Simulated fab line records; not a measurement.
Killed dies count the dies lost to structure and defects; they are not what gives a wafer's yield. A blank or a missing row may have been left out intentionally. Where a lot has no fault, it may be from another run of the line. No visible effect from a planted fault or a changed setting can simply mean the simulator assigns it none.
Which of the tools did it? || flow gf180mcu || 11 lots with 33 wafers sampled at 4 steps, on a route of 602 steps

== WHAT THE GAUGES SHOWED, per wafer ==
GF_VT_IMPLANT_RS_MEAS_48: measurement is done with a four-point probe. Usual: LVPWELL_RS typically reads 1197 ohm/sq, with standard deviation 3.1.
{"lot": "L341", "measured": "day 7 20:56", "on": "film-metro-04", "LVPWELL_RS (ohm/sq)": "1198 1196 1198", "flag": ""}
{"lot": "L342", "measured": "day 8 08:15", "on": "film-metro-01", "LVPWELL_RS (ohm/sq)": "1193 1194 1194", "flag": ""}
{"lot": "L344", "measured": "day 8 15:38", "on": "film-metro-04", "LVPWELL_RS (ohm/sq)": "1194 1192 1196", "flag": ""}
{"lot": "L347", "measured": "day 9 10:31", "on": "film-metro-04", "LVPWELL_RS (ohm/sq)": "1201 1202 1204", "flag": ""}
{"lot": "L348", "measured": "day 9 21:44", "on": "film-metro-01", "LVPWELL_RS (ohm/sq)": "1191 1194 1192", "flag": ""}
{"lot": "L350", "measured": "day 10 09:50", "on": "film-metro-04", "LVPWELL_RS (ohm/sq)": "1196 1195 1196", "flag": ""}
{"lot": "L356", "measured": "day 12 01:34", "on": "film-metro-01", "LVPWELL_RS (ohm/sq)": "1199 1198 1203", "flag": ""}
{"lot": "L357", "measured": "day 12 09:54", "on": "film-metro-01", "LVPWELL_RS (ohm/sq)": "1194 1196 1197", "flag": ""}
{"lot": "L360", "measured": "day 13 06:02", "on": "film-metro-02", "LVPWELL_RS (ohm/sq)": "1219 1221 1222 1217 1222 1223", "flag": "OFF"}
{"lot": "L361", "measured": "day 13 13:05", "on": "film-metro-02", "LVPWELL_RS (ohm/sq)": "1200 1195 1197", "flag": ""}
{"lot": "L363", "measured": "day 14 01:27", "on": "film-metro-01", "LVPWELL_RS (ohm/sq)": "1225 1218 1224 1227 1219 1225", "flag": "OFF"}

GF_VT_IMPLANT_RS_MEAS_49: measurement is done with a four-point probe. Usual: MVPSD_RS typically reads 1178 ohm/sq, with standard deviation 3.1.
{"lot": "L341", "measured": "day 7 21:03", "on": "film-metro-04", "MVPSD_RS (ohm/sq)": "1178 1182 1181", "flag": ""}
{"lot": "L342", "measured": "day 8 08:22", "on": "film-metro-01", "MVPSD_RS (ohm/sq)": "1187 1182 1185", "flag": ""}
{"lot": "L344", "measured": "day 8 15:46", "on": "film-metro-04", "MVPSD_RS (ohm/sq)": "1177 1178 1176", "flag": ""}
{"lot": "L347", "measured": "day 9 10:38", "on": "film-metro-04", "MVPSD_RS (ohm/sq)": "1173 1176 1173", "flag": ""}
{"lot": "L348", "measured": "day 9 21:51", "on": "film-metro-01", "MVPSD_RS (ohm/sq)": "1177 1177 1175", "flag": ""}
{"lot": "L350", "measured": "day 10 09:58", "on": "film-metro-04", "MVPSD_RS (ohm/sq)": "1173 1173 1178", "flag": ""}
{"lot": "L356", "measured": "day 12 01:41", "on": "film-metro-01", "MVPSD_RS (ohm/sq)": "1179 1177 1176", "flag": ""}
{"lot": "L357", "measured": "day 12 10:01", "on": "film-metro-01", "MVPSD_RS (ohm/sq)": "1176 1174 1173", "flag": ""}
{"lot": "L360", "measured": "day 13 09:47", "on": "film-metro-02", "MVPSD_RS (ohm/sq)": "1178 1176 1178", "flag": ""}
{"lot": "L361", "measured": "day 13 13:12", "on": "film-metro-02", "MVPSD_RS (ohm/sq)": "1179 1177 1176", "flag": ""}
{"lot": "L363", "measured": "day 14 11:19", "on": "film-metro-01", "MVPSD_RS (ohm/sq)": "1176 1182 1178", "flag": ""}

== EACH LOT AND THE TOOL THAT RAN IT (in order: tool; ch and the chambers of the sampled wafers; start) ==
{"lot": "L341", "GF_NWELL_STRIP_10": "plasma-asher-03 ch 0,1, day 3 12:37", "GF_LVPWELL_IMPLANT_09": "implanter-02 ch 0, day 4 02:11"}
{"lot": "L342", "GF_NWELL_STRIP_10": "plasma-asher-04 ch 0,1, day 3 23:29", "GF_LVPWELL_IMPLANT_09": "implanter-01 ch 0, day 4 13:11"}
{"lot": "L344", "GF_NWELL_STRIP_10": "plasma-asher-01 ch 0,1, day 4 06:05", "GF_LVPWELL_IMPLANT_09": "implanter-02 ch 0, day 4 19:23"}
{"lot": "L347", "GF_NWELL_STRIP_10": "plasma-asher-03 ch 0,1, day 4 20:16", "GF_LVPWELL_IMPLANT_09": "implanter-02 ch 0, day 5 10:29"}
{"lot": "L348", "GF_NWELL_STRIP_10": "plasma-asher-01 ch 0,1, day 5 05:39", "GF_LVPWELL_IMPLANT_09": "implanter-01 ch 0, day 5 19:34"}
{"lot": "L350", "GF_NWELL_STRIP_10": "plasma-asher-04 ch 0,1, day 5 13:50", "GF_LVPWELL_IMPLANT_09": "implanter-02 ch 0, day 6 04:53"}
{"lot": "L356", "GF_NWELL_STRIP_10": "plasma-asher-04 ch 0,1, day 6 23:29", "GF_LVPWELL_IMPLANT_09": "implanter-02 ch 0, day 7 15:28"}
{"lot": "L357", "GF_NWELL_STRIP_10": "plasma-asher-04 ch 0,1, day 7 06:03", "GF_LVPWELL_IMPLANT_09": "implanter-03 ch 0, day 7 22:13"}
{"lot": "L360", "GF_NWELL_STRIP_10": "plasma-asher-04 ch 0,1, day 7 20:52", "GF_LVPWELL_IMPLANT_09": "implanter-02 ch 0, day 8 13:16"}
{"lot": "L361", "GF_NWELL_STRIP_10": "plasma-asher-03 ch 0,1, day 8 03:33", "GF_LVPWELL_IMPLANT_09": "implanter-03 ch 0, day 8 20:35"}
{"lot": "L363", "GF_NWELL_STRIP_10": "plasma-asher-03 ch 0,1, day 8 13:17", "GF_LVPWELL_IMPLANT_09": "implanter-02 ch 0, day 9 06:41"}
- GF_NWELL_STRIP_10: strips in O2/N2.
- GF_LVPWELL_IMPLANT_09

== WHAT THE TOOLS THEMSELVES READ (means of the sampled wafers that have a number; where no wafer has one, the mark that the record gives instead) ==
GF_NWELL_STRIP_10. Usual: drypump-motor-current-A 5.6 A, standard deviation 0.53; heater-power-w 355 W, standard deviation 40; oes-product-au 0.723 a.u., standard deviation 0.0045; strip-time-to-endpoint-s 36.99 s, standard deviation 0.12.
{"lot": "L341", "tool": "plasma-asher-03", "drypump-motor-current-A (A)": 5.0, "heater-power-w (W)": 388, "oes-product-au (a.u.)": 0.719, "strip-time-to-endpoint-s (s)": 37.03, "flag": ""}
{"lot": "L342", "tool": "plasma-asher-04", "drypump-motor-current-A (A)": 5.5, "heater-power-w (W)": 333, "oes-product-au (a.u.)": 0.726, "strip-time-to-endpoint-s (s)": 36.88, "flag": ""}
{"lot": "L344", "tool": "plasma-asher-01", "drypump-motor-current-A (A)": 5.9, "heater-power-w (W)": 362, "oes-product-au (a.u.)": 0.724, "strip-time-to-endpoint-s (s)": 37.24, "flag": ""}
{"lot": "L347", "tool": "plasma-asher-03", "drypump-motor-current-A (A)": 5.0, "heater-power-w (W)": 392, "oes-product-au (a.u.)": 0.725, "strip-time-to-endpoint-s (s)": 37.10, "flag": ""}
{"lot": "L348", "tool": "plasma-asher-01", "drypump-motor-current-A (A)": 6.2, "heater-power-w (W)": 365, "oes-product-au (a.u.)": 0.722, "strip-time-to-endpoint-s (s)": 36.99, "flag": ""}
{"lot": "L350", "tool": "plasma-asher-04", "drypump-motor-current-A (A)": 5.6, "heater-power-w (W)": 331, "oes-product-au (a.u.)": 0.724, "strip-time-to-endpoint-s (s)": 36.84, "flag": ""}
{"lot": "L356", "tool": "plasma-asher-04", "drypump-motor-current-A (A)": 5.5, "heater-power-w (W)": 324, "oes-product-au (a.u.)": 0.717, "strip-time-to-endpoint-s (s)": 36.98, "flag": ""}
{"lot": "L357", "tool": "plasma-asher-04", "drypump-motor-current-A (A)": 5.7, "heater-power-w (W)": 326, "oes-product-au (a.u.)": 0.725, "strip-time-to-endpoint-s (s)": 36.92, "flag": ""}
{"lot": "L360", "tool": "plasma-asher-04", "drypump-motor-current-A (A)": 5.7, "heater-power-w (W)": 334, "oes-product-au (a.u.)": 0.725, "strip-time-to-endpoint-s (s)": 36.99, "flag": ""}
{"lot": "L361", "tool": "plasma-asher-03", "drypump-motor-current-A (A)": 5.0, "heater-power-w (W)": 394, "oes-product-au (a.u.)": 0.725, "strip-time-to-endpoint-s (s)": 36.83, "flag": ""}
{"lot": "L363", "tool": "plasma-asher-03", "drypump-motor-current-A (A)": 5.0, "heater-power-w (W)": 394, "oes-product-au (a.u.)": 0.721, "strip-time-to-endpoint-s (s)": 37.04, "flag": ""}

GF_LVPWELL_IMPLANT_09. Usual: 5.03e-06 Torr for end-station-pressure-torr, sd 2.7e-07.
{"lot": "L341", "tool": "implanter-02", "end-station-pressure-torr (Torr)": 5.08e-06, "flag": ""}
{"lot": "L342", "tool": "implanter-01", "end-station-pressure-torr (Torr)": 4.91e-06, "flag": ""}
{"lot": "L344", "tool": "implanter-02", "end-station-pressure-torr (Torr)": 5.02e-06, "flag": ""}
{"lot": "L347", "tool": "implanter-02", "end-station-pressure-torr (Torr)": 5.03e-06, "flag": ""}
{"lot": "L348", "tool": "implanter-01", "end-station-pressure-torr (Torr)": 5.37e-06, "flag": ""}
{"lot": "L350", "tool": "implanter-02", "end-station-pressure-torr (Torr)": 5.08e-06, "flag": ""}
{"lot": "L356", "tool": "implanter-02", "end-station-pressure-torr (Torr)": 4.56e-06, "flag": ""}
{"lot": "L357", "tool": "implanter-03", "end-station-pressure-torr (Torr)": 5.05e-06, "flag": ""}
{"lot": "L360", "tool": "implanter-02", "end-station-pressure-torr (Torr)": 5.08e-06, "flag": ""}
{"lot": "L361", "tool": "implanter-03", "end-station-pressure-torr (Torr)": 5.10e-06, "flag": ""}
{"lot": "L363", "tool": "implanter-02", "end-station-pressure-torr (Torr)": 5.22e-06, "flag": ""}

== THE ANSWER, worked out from the rows above alone ==
Rule: a lot counts as off when the mean over its wafers that have a number is more than 3 standard deviations away from the usual mean. A lot without any number at a reading at which 4 lots or more have one is off too. All remaining lots with rows at the step are treated as sound. First the gauges in route order, then the tools' own readings, where a lot's mean is used as printed above. The first step at which some lot is off is used, and at that step the reading that is off furthest; a lot without a number counts as furthest.
Off: L360, L363, at GF_VT_IMPLANT_RS_MEAS_48 (LVPWELL_RS).
If a tool, at a process step before that reading, ran all the lots that are off and no sound lot after the first of them, it fits. The gauges at GF_VT_IMPLANT_RS_MEAS_48 are tried like those tools. One candidate fits, namely implanter-02 at GF_LVPWELL_IMPLANT_09. A fault onset in the window from L356 (day 7 15:28, its last sound lot) to L360 (day 8 13:16, its first lot off) fits.

== WHAT THE SIMULATOR HAD PUT IN ==
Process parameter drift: implanter-02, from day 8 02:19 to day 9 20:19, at GF_LVPWELL_IMPLANT_09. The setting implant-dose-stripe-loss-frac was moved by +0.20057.
Shown lots that were struck: L360, L363. Same finding as the rule above.
